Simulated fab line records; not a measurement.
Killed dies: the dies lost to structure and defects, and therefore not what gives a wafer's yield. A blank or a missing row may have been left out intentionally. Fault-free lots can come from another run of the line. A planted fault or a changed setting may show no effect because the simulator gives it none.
Which tool is to blame? + flow sky130 + 36 wafers from 12 lots sampled at 5 of the route's 708 steps

WHAT THE GAUGES SHOWED, per wafer
SKY_VT_ADJUST_HVTP_CD_MEAS_07 targets a cd of 380 nm.
| lot  | measured     | on        | cd-nm (nm)        |
|------|--------------|-----------|-------------------|
| L584 | day 6 17:37  | cd-sem-01 | 379.2 380.3 376.7 |
| L585 | day 6 19:22  | cd-sem-01 | 380.5 379.5 378.7 |
| L586 | day 7 11:41  | cd-sem-01 | 382.0 382.9 382.1 |
| L587 | day 7 12:37  | cd-sem-02 | 384.6 384.9 385.8 |
| L588 | day 7 13:48  | cd-sem-01 | 384.3 383.6 382.4 |
| L598 | day 9 19:46  | cd-sem-01 | 380.7 380.2 381.6 |
| L600 | day 10 10:34 | cd-sem-01 | 380.6 380.0 383.1 |
| L601 | day 10 12:37 | cd-sem-02 | 379.0 375.4 380.0 |
| L602 | day 10 19:27 | cd-sem-01 | 377.1 379.1 379.5 |
| L603 | day 11 03:08 | cd-sem-01 | 381.3 380.7 382.1 |
| L605 | day 12 01:35 | cd-sem-02 | 378.8 378.0 378.1 |
| L606 | day 12 03:41 | cd-sem-02 | 381.6 381.8 384.1 |

SKY_POLY_GATE_THK_MEAS_04.
| lot  | measured     | on            | POLY_GATE_CVD_03_THK (nm) |
|------|--------------|---------------|---------------------------|
| L584 | day 15 22:41 | film-metro-01 | 73.7 74.3 74.0            |
| L585 | day 16 00:02 | film-metro-04 | 74.7 75.0 75.1            |
| L586 | day 17 04:32 | film-metro-02 | 75.6 75.9 76.0            |
| L587 | day 17 04:32 | film-metro-01 | 74.9 74.8 75.2            |
| L588 | day 17 13:25 | film-metro-02 | 75.0 74.8 74.8            |
| L598 | day 20 08:33 | film-metro-02 | 74.8 75.0 75.6            |
| L600 | day 21 02:47 | film-metro-01 | 76.1 76.3 75.7            |
| L601 | day 21 05:30 | film-metro-01 | 75.1 75.9 75.3            |
| L602 | day 21 16:45 | film-metro-04 | 76.1 75.4 76.7            |
| L603 | day 22 01:45 | film-metro-04 | 74.8 75.1 74.3            |
| L605 | day 23 04:14 | film-metro-02 | 76.4 75.8 75.9            |
| L606 | day 23 09:27 | film-metro-01 | 74.4 74.8 74.5            |

SKY_LDD_P_TW_MEAS_11.
| lot  | measured     | on            | LDD_P_TW    |
|------|--------------|---------------|-------------|
| L584 | day 19 20:59 | film-metro-01 | 632 631 632 |
| L585 | day 19 21:43 | film-metro-02 | 637 641 639 |
| L586 | day 21 02:23 | film-metro-02 | 637 637 639 |
| L587 | day 21 03:26 | film-metro-02 | 641 639 640 |
| L588 | day 21 11:45 | film-metro-01 | 633 634 635 |
| L598 | day 24 06:36 | film-metro-02 | 577 576 576 |
| L600 | day 25 00:05 | film-metro-02 | 577 582 580 |
| L601 | day 25 02:59 | film-metro-01 | 623 625 628 |
| L602 | day 25 12:47 | film-metro-02 | 638 635 639 |
| L603 | day 25 22:35 | film-metro-01 | 631 624 624 |
| L605 | day 26 23:18 | film-metro-01 | 629 625 631 |
| L606 | day 27 04:41 | film-metro-03 | 635 635 638 |

EACH LOT AND THE TOOL THAT RAN IT (in order: tool; ch and the chambers of the sampled wafers; start)
| lot  | SKY_NWELL_STRIP_14                   | SKY_LDD_P_IMPLANT_09            |
|------|--------------------------------------|---------------------------------|
| L584 | plasma-asher-02 ch 0,1, day 5 05:52  | implanter-02 ch 0, day 19 20:44 |
| L585 | plasma-asher-02 ch 0, day 5 06:13    | implanter-02 ch 0, day 19 21:26 |
| L586 | plasma-asher-01 ch 0, day 5 22:40    | implanter-01 ch 0, day 21 02:10 |
| L587 | plasma-asher-02 ch 0,1, day 6 00:07  | implanter-04 ch 0, day 21 03:11 |
| L588 | plasma-asher-01 ch 0,1, day 6 00:28  | implanter-04 ch 0, day 21 11:31 |
| L598 | plasma-asher-02 ch 0,1, day 7 23:59  | implanter-04 ch 0, day 24 06:23 |
| L600 | plasma-asher-03 ch 0,1, day 8 14:28  | implanter-04 ch 0, day 24 23:50 |
| L601 | plasma-asher-01 ch 0,1, day 8 16:45  | implanter-01 ch 0, day 25 02:46 |
| L602 | plasma-asher-03 ch 0,1, day 8 22:58  | implanter-02 ch 0, day 25 12:33 |
| L603 | plasma-asher-03 ch 0,1, day 9 05:46  | implanter-01 ch 0, day 25 22:21 |
| L605 | plasma-asher-03 ch 0,1, day 10 03:10 | implanter-02 ch 0, day 26 23:04 |
| L606 | plasma-asher-01 ch 0,1, day 10 04:46 | implanter-01 ch 0, day 27 04:26 |
- SKY_NWELL_STRIP_14: strips in O2/N2.
- SKY_LDD_P_IMPLANT_09

WHAT THE TOOLS THEMSELVES READ (means of the sampled wafers that have a number; where no wafer has one, the mark that the record gives instead)
SKY_NWELL_STRIP_14.
| lot  | tool            | drypump-motor-current-A (A) | oes-product-au (a.u.) | strip-time-to-endpoint-s (s) |
|------|-----------------|-----------------------------|-----------------------|------------------------------|
| L584 | plasma-asher-02 | 5.67                        | 0.726                 | 36.75                        |
| L585 | plasma-asher-02 | 5.56                        | 0.721                 | 37.03                        |
| L586 | plasma-asher-01 | 5.71                        | 0.720                 | 37.11                        |
| L587 | plasma-asher-02 | 5.77                        | 0.720                 | 36.84                        |
| L588 | plasma-asher-01 | 5.29                        | 0.723                 | 36.89                        |
| L598 | plasma-asher-02 | 5.75                        | 0.720                 | 37.17                        |
| L600 | plasma-asher-03 | 5.65                        | 0.726                 | 36.84                        |
| L601 | plasma-asher-01 | 5.31                        | 0.719                 | 36.78                        |
| L602 | plasma-asher-03 | 5.70                        | 0.720                 | 36.63                        |
| L603 | plasma-asher-03 | 5.71                        | 0.723                 | 36.89                        |
| L605 | plasma-asher-03 | 5.66                        | 0.722                 | 36.82                        |
| L606 | plasma-asher-01 | 5.51                        | 0.728                 | 36.89                        |

SKY_LDD_P_IMPLANT_09.
| lot  | tool         | dose-ions-cm2 | end-station-pressure-torr (Torr) | faraday-current-uA |
|------|--------------|---------------|----------------------------------|--------------------|
| L584 | implanter-02 | 9.9940e+12    | 4.79e-06                         | 56.5               |
| L585 | implanter-02 | 9.9973e+12    | 4.90e-06                         | 55.6               |
| L586 | implanter-01 | 1.0004e+13    | 5.25e-06                         | 56.4               |
| L587 | implanter-04 | 9.9973e+12    | 4.88e-06                         | 57.1               |
| L588 | implanter-04 | 1.0006e+13    | 5.01e-06                         | 56.8               |
| L598 | implanter-04 | 7.2880e+12    | 4.99e-06                         | 41.9               |
| L600 | implanter-04 | 7.3097e+12    | 4.96e-06                         | 40.3               |
| L601 | implanter-01 | 1.0004e+13    | 5.05e-06                         | 56.4               |
| L602 | implanter-02 | 9.9993e+12    | 4.77e-06                         | 56.0               |
| L603 | implanter-01 | 9.9933e+12    | 5.19e-06                         | 56.9               |
| L605 | implanter-02 | 1.0000e+13    | 5.03e-06                         | 56.5               |
| L606 | implanter-01 | 1.0012e+13    | 4.88e-06                         | 56.0               |

THE ANSWER, worked out from the rows above alone
Rule: what is usual is taken from the lots themselves. Put in order of their means at a reading, lots are off if they are a third of the lots or fewer, leave a main group of 4 or more, and stand apart from it by a gap of 3 or more times the standard deviation of the main group's means; of several such gaps the widest counts. The tables above print the reading to a certain number of digits; a main group whose means all agree to those digits is not used. A lot without any number at a reading at which 4 lots or more have one is off too. All remaining lots with rows at the step are treated as sound. Order of review: gauges by route order, followed by the tools' own readings, for which a lot's mean as printed above is used. The first step at which some lot is off is used, and at that step the reading that is off furthest; a lot without a number counts as furthest.
Off: L598, L600, at SKY_LDD_P_TW_MEAS_11 (LDD_P_TW). The main group has a mean of 634 with a standard deviation of 5.1.
A tool fits if, at a process step before that reading, it ran every lot that is off, and no sound lot after the first of them. Not tried: the gauges at SKY_LDD_P_TW_MEAS_11; whatever is off there is also off at SKY_LDD_P_IMPLANT_09, on other tools, and gauge error can't account for it. One fits: SKY_LDD_P_IMPLANT_09 on implanter-04. A fault onset in the window from L588 (day 21 11:31, its last sound lot) to L598 (day 24 06:23, its first lot off) fits.
The tool's own readings at SKY_LDD_P_IMPLANT_09 bear it out: on the lots that are off they differ by more than 5 times the standard deviation of the sound lots' means. dose-ions-cm2 reads 7.2988e+12 there against 1.0001e+13 on the sound lots; faraday-current-uA reads 41.1 there against 56.4 on the sound lots.

WHAT WAS PUT IN BY THE SIMULATOR
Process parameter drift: implanter-04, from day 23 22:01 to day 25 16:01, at SKY_LDD_P_IMPLANT_09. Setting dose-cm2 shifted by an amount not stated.
Lots struck among those shown: L598, L600. The rule given above showed the same thing.
